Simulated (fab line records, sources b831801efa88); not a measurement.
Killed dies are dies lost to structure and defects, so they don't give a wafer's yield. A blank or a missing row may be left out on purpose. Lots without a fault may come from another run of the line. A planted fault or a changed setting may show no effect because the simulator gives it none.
Problem report in the 8D (eight disciplines) form, filled by code | flow gf180mcu | the parts of the form that need people (team, actions taken, sign-off) are left out

1. THE PROBLEM
run_length_s at GF_M2_STRIP_18 reads a mean of 1367 s on 3 wafers of 1 lot; wafers without a fault read 1228 s with a standard deviation of 3.5. That is +40 standard deviations from the usual mean.
The step: strips in post etch residue remover, time 1200 s.
First seen on wafer L121.2, day 22 20:05, on wet_bench-01. The record holds 39 wafers of 13 lots with a number at this step. Rule for "out", or "out of limits": more than 4 standard deviations from the usual mean. The other wafers with a number count as sound.

2. WHAT IT IS AND WHAT IT IS NOT
question                    | is                     | is not
which readings at this step | run_length_s           | -
which lots                  | L121                   | L111, L112, L114, L116, L118, L119, L120, L124, L131, L132, L133, L134
which wafers of those lots  | all that have a number | -
read on which tools         | wet_bench-01           | wet_bench-02, wet_bench-04
when                        | from day 22 20:05      | up to then (21 sound wafers); but 15 sound wafers of L124, L131, L132, L133, L134 came after

3. SUSPECTS, AND WHAT RULES EACH OUT
Counting: a tool at a process step up to the reading stays a suspect if it ran every lot that is out and no sound lot after the first of them.
- rie_diel-01 at GF_V1_ETCH_17 (etches SiO2 in C4F8/O2/Ar, stops on TiN, target depth 630 nm): kept. It ran the lot that is out, L121 (day 21 18:40), and no sound lot after that; its last sound lot up to then is L111 (day 17 21:19). GF_V1_ETCH_17 gives no start for some lots, so the hours and the order of its lots are those of GF_V1_SPUTTER_21.
- pvd_sputter-01 at GF_V1_SPUTTER_21 (material Ti, target thk 15 nm, time 80.02 s): ruled out as a lasting fault. Sound lots L133 ran on it after its first lot that is out, L121 (day 21 18:40).
- pvd_sputter-01 at GF_V1_SPUTTER_22 (material TiN, target thk 10 nm, time 40 s): ruled out as a lasting fault. Sound lots L133 ran on it after its first lot that is out, L121 (day 21 18:43).
- wet_bench-01 at GF_M2_STRIP_18 (strips in post etch residue remover, time 1200 s): ruled out as a lasting fault. Sound lots L134 ran on it after its first lot that is out, L121 (day 22 20:05).
Left after counting: rie_diel-01 at GF_V1_ETCH_17.

4. THE CAUSE (what the simulator had put in)
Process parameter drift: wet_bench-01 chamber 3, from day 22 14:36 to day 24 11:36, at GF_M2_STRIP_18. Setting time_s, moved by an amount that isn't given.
Counting ruled it out, wrongly.

5. THE CHAIN OF EFFECTS, in route order
Each row: a reading whose mean over the struck wafers that have a number lies more than 3 standard deviations from the usual. Only readings for which the record gives a usual standard deviation are gone through. hours: the time from each lot's start at the first step in this table that gives one to its start at this step, as a median over the lots. sigmas: the change in usual standard deviations.
hours | step           | reading      | usual  | on struck wafers | change | sigmas
0     | GF_M2_STRIP_18 | run_length_s | 1228 s | 1367             | +139   | +40
The process steps in it:
- GF_M2_STRIP_18: strips in post etch residue remover, time 1200 s.

6. WHAT WOULD HAVE CAUGHT IT SOONER
In this record the first reading out of limits was taken at day 22 20:05, 5 hours after the fault began at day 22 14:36.
